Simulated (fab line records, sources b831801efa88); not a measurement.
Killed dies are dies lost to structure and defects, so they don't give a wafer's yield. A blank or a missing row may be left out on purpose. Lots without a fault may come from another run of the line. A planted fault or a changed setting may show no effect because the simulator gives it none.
Which tool did it? | flow gf180mcu | 24 lots, 72 wafers sampled, at 5 steps of a route of 602

WHAT THE GAUGES READ, wafer by wafer
GF_M3_RS_MEAS_05: measures by four-point-probe.
lot  | measured     | on            | M3_ALCU_RS (ohm/sq)
L074 | day 20 06:19 | film_metro-01 | 0.0694 0.0697 0.0696
L075 | day 20 16:19 | film_metro-01 | 0.0713 0.0691 0.0707
L076 | day 20 17:53 | film_metro-03 | 0.0702 0.0704 0.0697
L077 | day 21 10:49 | film_metro-03 | 0.0682 0.0677 0.0685
L078 | day 22 03:37 | film_metro-03 | 0.0712 0.0687 0.0695
L079 | day 22 17:29 | film_metro-01 | 0.0692 0.0703 0.0687
L080 | day 22 18:26 | film_metro-01 | 0.0707 0.0711 0.0697
L083 | day 23 23:49 | film_metro-01 | 0.0678 0.0689 0.0699
L081 | day 24 00:49 | film_metro-03 | 0.0696 0.0700 0.0703
L082 | day 24 01:41 | film_metro-03 | 0.0704 0.0697 0.0700
L084 | day 24 18:25 | film_metro-03 | 0.0711 0.0711 0.0696
L085 | day 24 20:49 | film_metro-04 | 0.0698 0.0682 0.0695
L086 | day 24 21:25 | film_metro-04 | 0.0691 0.0689 0.0697
L088 | day 25 04:19 | film_metro-04 | 0.0679 0.0673 0.0682
L087 | day 25 05:59 | film_metro-03 | 0.0676 0.0682 0.0674
L091 | day 25 21:44 | film_metro-03 | 0.0684 0.0685 0.0681
L089 | day 26 02:07 | film_metro-03 | 0.0715 0.0701 0.0710
L090 | day 26 02:31 | film_metro-03 | 0.0691 0.0684 0.0692
L092 | day 26 08:46 | film_metro-01 | 0.0707 0.0705 0.0697
L093 | day 26 15:55 | film_metro-01 | 0.0681 0.0687 0.0707
L094 | day 26 17:03 | film_metro-01 | 0.0686 0.0702 0.0679
L095 | day 27 01:56 | film_metro-04 | 0.0689 0.0679 0.0675
L096 | day 27 07:16 | film_metro-03 | 0.0695 0.0694 0.0683
L097 | day 27 16:09 | film_metro-04 | 0.0714 0.0690 0.0713

GF_V5_BOW_MEAS_05.
lot  | measured     | on            | V5_BOW (um)
L074 | day 26 04:56 | film_metro-02 | 122 139 132
L075 | day 26 12:26 | film_metro-02 | 129 122 117
L076 | day 26 15:05 | film_metro-03 | 123 124 125
L077 | day 27 03:46 | film_metro-02 | 121 130 135
L078 | day 27 19:02 | film_metro-04 | 127 125 134
L079 | day 28 05:35 | film_metro-04 | 142 121 136
L080 | day 28 05:40 | film_metro-03 | 140 129 121
L083 | day 29 08:59 | film_metro-02 | 135 138 141
L081 | day 29 09:15 | film_metro-02 | 118 116 117
L082 | day 29 10:22 | film_metro-04 | 145 145 138
L084 | day 29 23:30 | film_metro-02 | 149 152 127
L085 | day 30 03:43 | film_metro-02 | 145 139 140
L086 | day 30 05:20 | film_metro-02 | 147 145 143
L088 | day 30 11:38 | film_metro-02 | 141 132 129
L087 | day 30 11:54 | film_metro-04 | 119 124 124
L091 | day 31 01:55 | film_metro-03 | 118 111 132
L089 | day 31 04:27 | film_metro-04 | 140 125 131
L090 | day 31 04:50 | film_metro-02 | 113 118 109
L092 | day 31 09:57 | film_metro-03 | 138 137 139
L093 | day 31 14:01 | film_metro-04 | 135 149 142
L094 | day 31 17:20 | film_metro-03 | 129 124 132
L095 | day 32 01:40 | film_metro-04 | 140 136 138
L096 | day 32 05:53 | film_metro-04 | 130 131 140
L097 | day 32 12:46 | film_metro-02 | 150 146 144

WHICH TOOL RAN EACH LOT (tool, then ch and the chambers of the sampled wafers, then the start)
lot  | GF_M2_SPUTTER_04             | GF_MIM_SPUTTER_02            | GF_MIM_SPUTTER_03
L074 | pvd_sputter-02, day 18 03:41 | pvd_sputter-02, day 24 08:49 | pvd_sputter-02, day 24 08:51
L075 | pvd_sputter-03, day 18 13:08 | pvd_sputter-02, day 24 17:05 | pvd_sputter-02, day 24 17:07
L076 | pvd_sputter-02, day 18 14:01 | pvd_sputter-04, day 24 19:49 | pvd_sputter-04, day 24 19:51
L077 | pvd_sputter-04, day 19 07:58 | pvd_sputter-02, day 25 09:53 | pvd_sputter-02, day 25 09:55
L078 | pvd_sputter-03, day 20 00:47 | pvd_sputter-02, day 26 01:26 | pvd_sputter-02, day 26 01:28
L079 | pvd_sputter-03, day 20 15:55 | pvd_sputter-02, day 26 12:04 | pvd_sputter-02, day 26 12:06
L080 | pvd_sputter-02, day 20 16:19 | pvd_sputter-04, day 26 12:18 | pvd_sputter-04, day 26 12:20
L083 | pvd_sputter-03, day 21 22:56 | pvd_sputter-01, day 27 16:57 | pvd_sputter-01, day 27 16:59
L081 | pvd_sputter-04, day 22 00:00 | pvd_sputter-02, day 27 17:42 | pvd_sputter-02, day 27 17:44
L082 | pvd_sputter-02, day 22 00:36 | pvd_sputter-02, day 27 18:19 | pvd_sputter-02, day 27 18:21
L084 | pvd_sputter-02, day 22 19:13 | pvd_sputter-02, day 28 08:01 | pvd_sputter-02, day 28 08:02
L085 | pvd_sputter-02, day 22 22:03 | pvd_sputter-02, day 28 12:37 | pvd_sputter-02, day 28 12:38
L086 | pvd_sputter-02, day 22 22:17 | pvd_sputter-02, day 28 13:04 | pvd_sputter-02, day 28 13:05
L088 | pvd_sputter-04, day 23 05:32 | pvd_sputter-01, day 28 19:31 | pvd_sputter-01, day 28 19:33
L087 | pvd_sputter-02, day 23 07:28 | pvd_sputter-02, day 28 19:52 | pvd_sputter-02, day 28 19:54
L091 | pvd_sputter-02, day 23 23:28 | pvd_sputter-04, day 29 10:49 | pvd_sputter-04, day 29 10:50
L089 | pvd_sputter-02, day 24 04:36 | pvd_sputter-01, day 29 13:55 | pvd_sputter-01, day 29 13:56
L090 | pvd_sputter-04, day 24 04:43 | pvd_sputter-04, day 29 14:50 | pvd_sputter-04, day 29 14:52
L092 | pvd_sputter-03, day 24 12:03 | pvd_sputter-01, day 29 20:01 | pvd_sputter-01, day 29 20:03
L093 | pvd_sputter-04, day 24 18:44 | pvd_sputter-01, day 30 01:38 | pvd_sputter-01, day 30 01:40
L094 | pvd_sputter-02, day 24 20:07 | pvd_sputter-04, day 30 04:22 | pvd_sputter-04, day 30 04:23
L095 | pvd_sputter-04, day 25 05:25 | pvd_sputter-04, day 30 12:10 | pvd_sputter-04, day 30 12:12
L096 | pvd_sputter-02, day 25 12:24 | pvd_sputter-04, day 30 17:02 | pvd_sputter-04, day 30 17:04
L097 | pvd_sputter-04, day 25 21:27 | pvd_sputter-01, day 31 00:08 | pvd_sputter-01, day 31 00:10
- GF_M2_SPUTTER_04: material TiN, target thk 50 nm, time 41.7 s.
- GF_MIM_SPUTTER_02: material AlCu, target thk 450 nm, time 23.9 s.
- GF_MIM_SPUTTER_03: material Ti, target thk 10 nm, time 6.7 s.

WHAT THE TOOLS THEMSELVES READ (means of the sampled wafers that have a number; where no wafer has one, the mark that the record gives instead)
GF_M2_SPUTTER_04.
lot  | tool           | throttle_valve_pct (%)
L074 | pvd_sputter-02 | 29.3
L075 | pvd_sputter-03 | 30.0
L076 | pvd_sputter-02 | 28.4
L077 | pvd_sputter-04 | 29.6
L078 | pvd_sputter-03 | 30.1
L079 | pvd_sputter-03 | 30.3
L080 | pvd_sputter-02 | 29.2
L083 | pvd_sputter-03 | 29.9
L081 | pvd_sputter-04 | 29.6
L082 | pvd_sputter-02 | 29.2
L084 | pvd_sputter-02 | 30.4
L085 | pvd_sputter-02 | 28.3
L086 | pvd_sputter-02 | 28.1
L088 | pvd_sputter-04 | 29.7
L087 | pvd_sputter-02 | 30.1
L091 | pvd_sputter-02 | 29.7
L089 | pvd_sputter-02 | 29.4
L090 | pvd_sputter-04 | 29.7
L092 | pvd_sputter-03 | 30.3
L093 | pvd_sputter-04 | 29.3
L094 | pvd_sputter-02 | 27.9
L095 | pvd_sputter-04 | 29.5
L096 | pvd_sputter-02 | 28.6
L097 | pvd_sputter-04 | 29.6

GF_MIM_SPUTTER_02.
lot  | tool           | throttle_valve_pct (%)
L074 | pvd_sputter-02 | 29.4
L075 | pvd_sputter-02 | 29.7
L076 | pvd_sputter-04 | 29.6
L077 | pvd_sputter-02 | 29.0
L078 | pvd_sputter-02 | 29.4
L079 | pvd_sputter-02 | 28.8
L080 | pvd_sputter-04 | 29.1
L083 | pvd_sputter-01 | 30.7
L081 | pvd_sputter-02 | 29.6
L082 | pvd_sputter-02 | 29.6
L084 | pvd_sputter-02 | 28.2
L085 | pvd_sputter-02 | 28.2
L086 | pvd_sputter-02 | 29.0
L088 | pvd_sputter-01 | 30.1
L087 | pvd_sputter-02 | 27.9
L091 | pvd_sputter-04 | 29.5
L089 | pvd_sputter-01 | 31.2
L090 | pvd_sputter-04 | 29.4
L092 | pvd_sputter-01 | 31.2
L093 | pvd_sputter-01 | 30.6
L094 | pvd_sputter-04 | 29.5
L095 | pvd_sputter-04 | 29.5
L096 | pvd_sputter-04 | 29.3
L097 | pvd_sputter-01 | 30.5

GF_MIM_SPUTTER_03.
lot  | tool           | throttle_valve_pct (%)
L074 | pvd_sputter-02 | 29.3
L075 | pvd_sputter-02 | 29.7
L076 | pvd_sputter-04 | 29.6
L077 | pvd_sputter-02 | 29.0
L078 | pvd_sputter-02 | 29.6
L079 | pvd_sputter-02 | 28.8
L080 | pvd_sputter-04 | 29.4
L083 | pvd_sputter-01 | 30.9
L081 | pvd_sputter-02 | 29.5
L082 | pvd_sputter-02 | 29.7
L084 | pvd_sputter-02 | 28.3
L085 | pvd_sputter-02 | 28.1
L086 | pvd_sputter-02 | 28.9
L088 | pvd_sputter-01 | 30.2
L087 | pvd_sputter-02 | 27.8
L091 | pvd_sputter-04 | 29.5
L089 | pvd_sputter-01 | 31.3
L090 | pvd_sputter-04 | 29.4
L092 | pvd_sputter-01 | 31.3
L093 | pvd_sputter-01 | 30.5
L094 | pvd_sputter-04 | 29.6
L095 | pvd_sputter-04 | 29.4
L096 | pvd_sputter-04 | 29.1
L097 | pvd_sputter-01 | 30.8

THE ANSWER, worked out from the rows above alone
Rule: what is usual is taken from the lots themselves. Put in order of their means at a reading, lots are off if they are a third of the lots or fewer, leave a main group of 4 or more, and stand apart from it by a gap of 3 or more times the standard deviation of the main group's means; of several such gaps the widest counts. A main group whose means are all the same, to the digits that the tables above print for the reading, isn't used. A lot without any number at a reading at which 4 lots or more have one is off too. The other lots that the step has rows for count as sound. The gauges are gone through in route order, then the tools' own readings, and for those a lot's mean is taken as printed above. The first step at which some lot is off is used, and at that step the reading that is off furthest; a lot without a number counts as furthest.
No lot is off at any reading shown: from this, nothing can be told.

WHAT THE SIMULATOR HAD PUT IN
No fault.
